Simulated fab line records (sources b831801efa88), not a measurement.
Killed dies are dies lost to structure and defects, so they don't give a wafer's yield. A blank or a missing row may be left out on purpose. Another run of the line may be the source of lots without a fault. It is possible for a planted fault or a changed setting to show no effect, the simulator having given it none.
Matching of chambers    flow gf180mcu    GF_V3_CVD_02 on pecvd-04 has 3 sister chambers
The step deposits SiO2 from TEOS, target thk 850 nm, time 94.851 s. 16 wafers are shown with their chamber, then 8 later ones without.

WAFERS, EACH WITH ITS CHAMBER
wafer   chamber  heater power w (W)  susceptor temp C (C)
L075.4  1        857                 399.78
L075.5  2        727                 399.57
L075.6  0        896                 400.02
L077.2  0        870                 399.81
L077.4  0        916                 399.78
L077.6  1        849                 399.78
L080.1  0        928                 399.92
L080.4  2        718                 400.18
L080.6  0        741                 400.00
L084.1  1        881                 400.04
L084.4  0        874                 399.64
L084.6  2        730                 400.20
L085.1  2        590                 399.67
L085.2  0        914                 400.01
L085.6  1        684                 400.10
L086.2  1        748                 400.07

SIGNATURES, as means of the wafers listed above
reading           chamber 0  chamber 1  chamber 2  scatter within a chamber
heater power w    877.00     803.80     691.25     71.5
susceptor temp C  399.8829   399.9540   399.9050   0.207
Rule: a wafer's distance from a chamber is the root of the sum, over the readings, of the square of ((its reading less the chamber's mean) divided by the reading's scatter). The wafer belongs to the nearest chamber; if the next one is less than 2 further off, it can't be placed. The scatter is the square root of a quotient: the sum, over the shown wafers, of each reading's squared deviation from its chamber's mean, divided by wafers minus chambers.

WAFERS WITHOUT THEIR CHAMBER
wafer   heater power w (W)  susceptor temp C (C)
L086.3  725                 399.82
L086.5  847                 400.05
L087.2  684                 400.25
L087.4  719                 399.93
L087.6  715                 400.17
L095.1  878                 400.09
L095.5  713                 400.01
L095.6  647                 399.65

WHICH CHAMBER EACH WENT THROUGH
wafer   from the rows above           in truth
L086.3  can't be placed: 2 or 1 or 0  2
L086.5  can't be placed: 1 or 0 or 2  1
L087.2  can't be placed: 2 or 1 or 0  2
L087.4  can't be placed: 2 or 1 or 0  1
L087.6  can't be placed: 2 or 1 or 0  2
L095.1  can't be placed: 0 or 1 or 2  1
L095.5  can't be placed: 2 or 1 or 0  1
L095.6  can't be placed: 2 or 1       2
Correct placement for 0 of the 8. Cannot be placed on the basis of these rows: 8; the candidates contain the true chamber in 8. 0 placed wrongly.
